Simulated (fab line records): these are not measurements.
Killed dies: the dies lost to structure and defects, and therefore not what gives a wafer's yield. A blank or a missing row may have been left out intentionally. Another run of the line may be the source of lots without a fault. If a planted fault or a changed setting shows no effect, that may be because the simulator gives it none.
fab line records ; flow gf180mcu
record: lots: 5; wafers: 15; last_day: 33
route steps=602 shown MVSD@70 MVPSD@78 PASSIVATION@602
lots untouched by any fault: they come from a run of this same line in which no faults occurred
start_h: hours from the record's opening day to when the first of the lot's shown wafers began ; wait_h: time in hours since the lot's previous step ; " the same as in the row above ; L1.1+2: several wafers, shown together as one row ; - value missing, or start not given ; * or withheld: withheld ; < > ~ a bound
route shown NAME@n: NAME is a module with steps in the file, n the number in the route of the first one ; usual: the fault-free wafers' mean and standard deviation ; same: alike in all rows ; chamber/n: place in a boat ; sites: per-site readings ; _std_site: standard deviation across them ; _edge_site: inner sites' mean taken away from outer sites' mean ; radius_mm: for every site, how far away it sits from the centre of the wafer ; mask NAME#n: copy n ; behind: the tool/chamber that last shaped the wafer ; hold: the reason the lot was held/the length of the hold in hours/how it ended ; device: whichever transistor did not switch (one of n, p or np) ; end of line: the tests these same wafers got at the end of their route ; a step given without rows: its recipe and nothing more ; killed: not the wafer's yield, but the dies lost to structure and defects at the first sort ; map: a wafer's dies, x killed, . not, _ none there
set.NAME: setting as actually run; set.NAME@STEP: the setting as run at that earlier step ; model.NAME: the simulator's own value behind a step, which no gauge read
lots at some steps of the route; a table a step, a row a wafer
services: when a tool's chamber went out of use (start_h, in hours from the record's first day, below 0 if earlier), for how many hours, and the reason
== steps ==
step: GF_MVSD_EXPOSE_04
recipe: mask_id: MVSD; target_cd_nm: 1000; na: 0.6; source_shape: conventional; sigma_outer: 0.6; dose_mj: 260
step: GF_MVSD_PEB_05
recipe: temp_c: 115; time_s: withheld
step: GF_MVSD_DEVELOP_06
recipe: wall_angle_deg: 90; develop_time_s: 60; dev_temp_c: 23
step: GF_MVSD_OVL_MEAS_07
usual: MVSD_OVL: 0.1/1.2
lot.wafer;tool;chamber;start_h;wait_h;MVSD_OVL[nm]
L269.1;overlay-02;-;99.16;-;1.4
L269.3;overlay-02;-;99.16;-;0.9
L269.5;overlay-02;-;99.16;-;-1.5
L271.1;overlay-01;-;112.23;-;0.7
L271.2;overlay-01;-;112.23;-;-0.3
L271.3;overlay-01;-;112.23;-;0.7
L280.3;overlay-02;-;164.37;-;0.7
L280.4;overlay-02;-;164.37;-;-0.2
L280.5;overlay-02;-;164.37;-;-0.7
L281.1;overlay-01;-;175.65;-;0.9
L281.5;overlay-01;-;175.65;-;0.1
L281.6;overlay-01;-;175.65;-;-0.3
L283.1;overlay-02;-;186.55;-;-0.2
L283.2;overlay-02;-;186.55;-;0.5
L283.4;overlay-02;-;186.55;-;-1.3
step: GF_MVSD_IMPLANT_08
recipe: species: P; energy_kev: 400; dose_cm2: 1.6e+13; tilt_deg: 0
step: GF_MVSD_IMPLANT_09
recipe: species: P; energy_kev: 100; dose_cm2: 5e+12; tilt_deg: 0
step: GF_MVSD_STRIP_10
recipe: chemistry: O2/N2; power_w: 1400; pressure_mtorr: 1500; platen_temp_c: 250; o2_flow_sccm: 3000; n2_flow_sccm: 300; overash_fraction: 0.5
usual: drypump_motor_current_A: 5.9/0.4; heater_power_w: 327/20; oes_product_au: 0.722/0.0044; strip_time_to_endpoint_s: 36.98/0.096
lot.wafer;tool;chamber;start_h;wait_h;drypump_motor_current_A;heater_power_w;oes_product_au;rf_hours_counter_h;strip_time_to_endpoint_s
L269.1;plasma_asher-02;0;99.50;0.1;6.1;338;0.719;45;36.96
L269.3;plasma_asher-02;1;99.50;0.1;6.0;336;0.722;-;36.91
L269.5;plasma_asher-02;1;99.50;0.1;6.0;340;0.725;-;36.99
L271.1;plasma_asher-04;1;112.57;0.1;6.2;336;0.721;46;36.93
L271.2;plasma_asher-04;0;112.57;0.1;5.2;302;0.724;46;36.90
L271.3;plasma_asher-04;1;112.57;0.1;6.2;347;0.715;-;36.88
L280.3;plasma_asher-04;1;164.73;0.1;6.1;338;0.713;-;36.86
L280.4;plasma_asher-04;0;164.73;0.1;5.2;303;0.726;-;36.94
L280.5;plasma_asher-04;0;164.73;0.1;5.1;300;0.719;-;36.98
L281.1;plasma_asher-04;0;175.99;0.1;5.2;305;0.725;52;37.22
L281.5;plasma_asher-04;0;175.99;0.1;5.2;304;0.722;-;37.05
L281.6;plasma_asher-04;1;175.99;0.1;6.2;340;0.717;-;37.07
L283.1;plasma_asher-04;1;186.89;0.1;6.2;335;0.723;53;37.00
L283.2;plasma_asher-04;0;186.89;0.1;5.1;302;0.720;53;37.07
L283.4;plasma_asher-04;1;186.89;0.1;6.2;338;0.719;-;37.10
step: GF_MVSD_TW_MEAS_11
usual: MVSD_TW: 1571/10
lot.wafer;tool;chamber;start_h;wait_h;MVSD_TW
L269.1;film_metro-03;-;99.60;0.1;1587
L269.3;film_metro-03;-;99.60;0.1;1585
L269.5;film_metro-03;-;99.60;0.1;1593
L271.1;film_metro-01;-;112.67;0.1;1563
L271.2;film_metro-01;-;112.67;0.1;1562
L271.3;film_metro-01;-;112.67;0.1;1559
L280.3;film_metro-01;-;164.82;0.1;1562
L280.4;film_metro-01;-;164.82;0.1;1568
L280.5;film_metro-01;-;164.82;0.1;1564
L281.1;film_metro-01;-;176.09;0.1;1555
L281.5;film_metro-01;-;176.09;0.1;1554
L281.6;film_metro-01;-;176.09;0.1;1561
L283.1;film_metro-04;-;186.99;0.1;1569
L283.2;film_metro-04;-;186.99;0.1;1568
L283.4;film_metro-04;-;186.99;0.1;1562
step: GF_MVPSD_DEHYDRATE_00
recipe: temp_c: 200; time_s: 60
step: GF_MVPSD_HMDS_01
recipe: prime_time_s: 60; prime_temp_c: 120
step: GF_MVPSD_COAT_02
recipe: spin_rpm: 2000; resist_thk_nm: 3000
step: GF_MVPSD_SOFTBAKE_03
recipe: temp_c: 110; time_s: withheld
step: GF_MVPSD_EXPOSE_04
recipe: mask_id: MVPSD; target_cd_nm: 1000; na: 0.6; source_shape: conventional; sigma_outer: 0.6; dose_mj: 260
same: sigma_outer: 0.6
lot.wafer;tool;chamber;start_h;wait_h;mask
L269.1+3+5;iline_stepper-02;0;107.01;-;MVPSD#0
L271.1+2+3;iline_stepper-02;0;120.75;-;MVPSD#0
L280.3+4+5;iline_stepper-02;0;174.01;-;MVPSD_R1#0
L281.1+5+6;iline_stepper-01;0;183.90;-;MVPSD#0
L283.1+2+4;iline_stepper-01;0;195.10;-;MVPSD#0
step: GF_MVPSD_PEB_05
recipe: temp_c: 115; time_s: withheld
step: GF_PASSIVATION_PROBE_99
lot.wafer;tool;chamber;start_h;wait_h;hold;model.etest.ldpmos_10p0.r_on_ohm_um;model.etest.ldpmos_10p0.drive_ua_um
L269.1;prober-02;-;699.38;0.1;-;1.089e+04;266
L269.3;prober-02;-;699.48;0.2;-;1.104e+04;266.5
L269.5;prober-02;-;699.58;0.2;-;1.107e+04;259.4
L271.1;prober-02;-;710.48;0.1;-;1.094e+04;264.3
L271.2;prober-02;-;710.53;0.1;-;1.093e+04;262.8
L271.3;prober-02;-;710.58;0.2;-;1.082e+04;263.2
L280.3;prober-01;-;768.96;0.2;await_dispo/1.8h/release;1.155e+04;245.3
L280.4;prober-01;-;769.01;0.2;await_dispo/1.8h/release;1.175e+04;239.6
L280.5;prober-01;-;769.06;0.2;await_dispo/1.8h/release;1.162e+04;244.1
L281.1;prober-02;-;775.87;0.1;-;1.141e+04;251.4
L281.5;prober-02;-;776.07;0.2;-;1.136e+04;250.7
L281.6;prober-02;-;776.12;0.2;-;1.121e+04;253.1
L283.1;prober-02;-;787.87;0.1;-;1.121e+04;255.7
L283.2;prober-02;-;787.92;0.1;-;1.11e+04;262
L283.4;prober-02;-;788.02;0.2;-;1.107e+04;259.7
killed by level:class
L269.1 V2:geometric_particle:open=7 CONTACT:geometric_particle:open=6 M1:geometric_particle:short=5 V1:geometric_particle:open=5 V3:geometric_particle:open=5 V4:geometric_particle:open=4 V5:geometric_particle:short=3 V2:geometric_particle:short=3
L269.3 V1:geometric_particle:open=8 V4:geometric_particle:open=5 V5:geometric_particle:open=5 V2:geometric_particle:open=4 M1:geometric_particle:short=3 V3:geometric_particle:open=3 STI:geometric_particle:short=2 V1:geometric_particle:short=2
L269.5 CONTACT:geometric_particle:open=5 V1:geometric_particle:short=4 V4:geometric_particle:open=4 V2:geometric_particle:open=3 V3:geometric_particle:open=3 V5:geometric_particle:open=3 STI:geometric_particle:open=2 STI:geometric_particle:short=2
L271.1 V3:geometric_particle:open=7 V4:geometric_particle:open=4 V2:geometric_particle:open=4 STI:geometric_particle:short=3 STI:geometric_particle:open=3 CONTACT:geometric_particle:short=3 M3:geometric_particle:short=3 CONTACT:geometric_particle:open=2
L271.2 V4:geometric_particle:open=5 V1:geometric_particle:open=3 V2:geometric_particle:open=3 V5:geometric_particle:open=3 V5:geometric_particle:short=3 CONTACT:geometric_particle:open=2 M1:geometric_particle:short=2 V1:geometric_particle:short=2
L271.3 V2:geometric_particle:open=5 V3:geometric_particle:open=3 V5:geometric_particle:short=2 V1:geometric_particle:open=2 M2:geometric_particle:short=2 V2:geometric_particle:short=2 M3:geometric_particle:short=2 V4:geometric_particle:short=2
L281.1 V2:geometric_particle:open=7 STI:geometric_particle:open=6 V5:geometric_particle:open=5 POLY_GATE:geometric_particle:short=4 V3:geometric_particle:open=4 CONTACT:geometric_particle:open=3 V1:geometric_particle:short=3 POLY_GATE:geometric_particle:open=2
L281.5 V5:geometric_particle:open=7 V3:geometric_particle:open=5 CONTACT:geometric_particle:open=4 V1:geometric_particle:short=4 V4:geometric_particle:open=4 M1:geometric_particle:short=3 M1:geometric_particle:open=3 POLY_GATE:geometric_particle:open=2
L281.6 V2:geometric_particle:open=7 POLY_GATE:geometric_particle:open=4 CONTACT:geometric_particle:open=4 V3:geometric_particle:short=4 POLY_GATE:geometric_particle:short=3 V1:geometric_particle:open=3 V3:geometric_particle:open=3 STI:geometric_particle:open=2
L283.1 V3:geometric_particle:open=8 V4:geometric_particle:open=7 CONTACT:geometric_particle:short=3 CONTACT:geometric_particle:open=3 V1:geometric_particle:open=3 M2:geometric_particle:short=3 V3:geometric_particle:short=3 STI:geometric_particle:open=2
L283.2 V5:geometric_particle:open=7 V3:geometric_particle:open=5 CONTACT:geometric_particle:open=4 V1:geometric_particle:open=4 V2:geometric_particle:open=4 STI:geometric_particle:short=3 V1:geometric_particle:short=3 M2:geometric_particle:short=3
L283.4 V2:geometric_particle:open=10 V1:geometric_particle:open=6 STI:geometric_particle:open=4 M1:geometric_particle:short=4 V3:geometric_particle:open=3 V3:geometric_particle:short=3 V4:geometric_particle:short=3 V5:geometric_particle:open=3
map L269.1 (x killed, . not)
__________.x.x......_________
________............x._______
______....x............._____
_____..x...x.x...x.......____
____....x.x.............x.___
___..x.....................__
__.xx...x...............xx.._
_.x.....x.x...............x..
_..............xx............
_x.x......x..x...............
_....x......xx.......x.......
_...x.x...xx..........x......
_..........x....x............
_xx...x...............x......
_............................
__.........................._
___.....x......x...........__
____x...x.................___
_____.x.......x..........____
______..............x.x._____
________....x..xx...x._______
__________..x......._________
map L283.4 (x killed, . not)
__________.........x_________
________......x......._______
______.......x.......x.._____
_____....................____
____.....x..x.....x.......___
___....x.x...............xx__
__.........................._
_.....xx.x..........x........
_...........x.x.......x....x.
_x.......xx.......x......x...
_............x..x............
_....x...x...................
_.........x....x......x......
_.x...........x..x.x..x......
_.xx............x............
__.........................._
___.x.....x.x..x..x........__
____........x...x.x......x___
_____x..x....x...........____
______...x......x...x.x._____
________.......x......_______
__________x........._________
== services ==
tool;chamber;start_h;hours;kind
iline_stepper-01;-;144.32;7.9;repair
iline_stepper-02;-;145.91;-;consumable_replace:lamp
plasma_asher-04;-;155.03;2.8;pm
iline_stepper-01;-;170.32;4.4;pm
iline_stepper-02;-;174.79;4.4;pm
iline_stepper-01;-;189.20;1.7;pm
== key ==
first_sign: step: GF_MVPSD_EXPOSE_04; reading: mask; direction: changed
effect: step: GF_PASSIVATION_PROBE_99; reading: hold; direction: added
model_effect: step: GF_PASSIVATION_PROBE_99; value: etest.ldpmos_10p0.r_on_ohm_um; without: 1.119e+04; struck: 1.164e+04
met_at GF_MVPSD_EXPOSE_04
struck_wafers L280.3,L280.4,L280.5
sort_left_out L280.3,L280.4,L280.5
tester_left_out L280
onset_between 120.75 174.01
fault: kind: wrong_mask; tool: any; chamber: -; onset_h: 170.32; steps: GF_MVPSD_EXPOSE_04; aux_copy: MVPSD_R1#0; cd_offset_nm: -120; scope: struck_lots_only
tester_left_out: of these lots the tester's yield and bins aren't shown, on N5 and GAA mostly nor the transistor test; their killed dies are dies lost to structure and defects alone, not to doping, threshold or leakage, so they don't give the yield
sort_left_out: the simulated sort isn't trusted on such a fault, so these wafers' sort isn't shown, and their yield isn't known
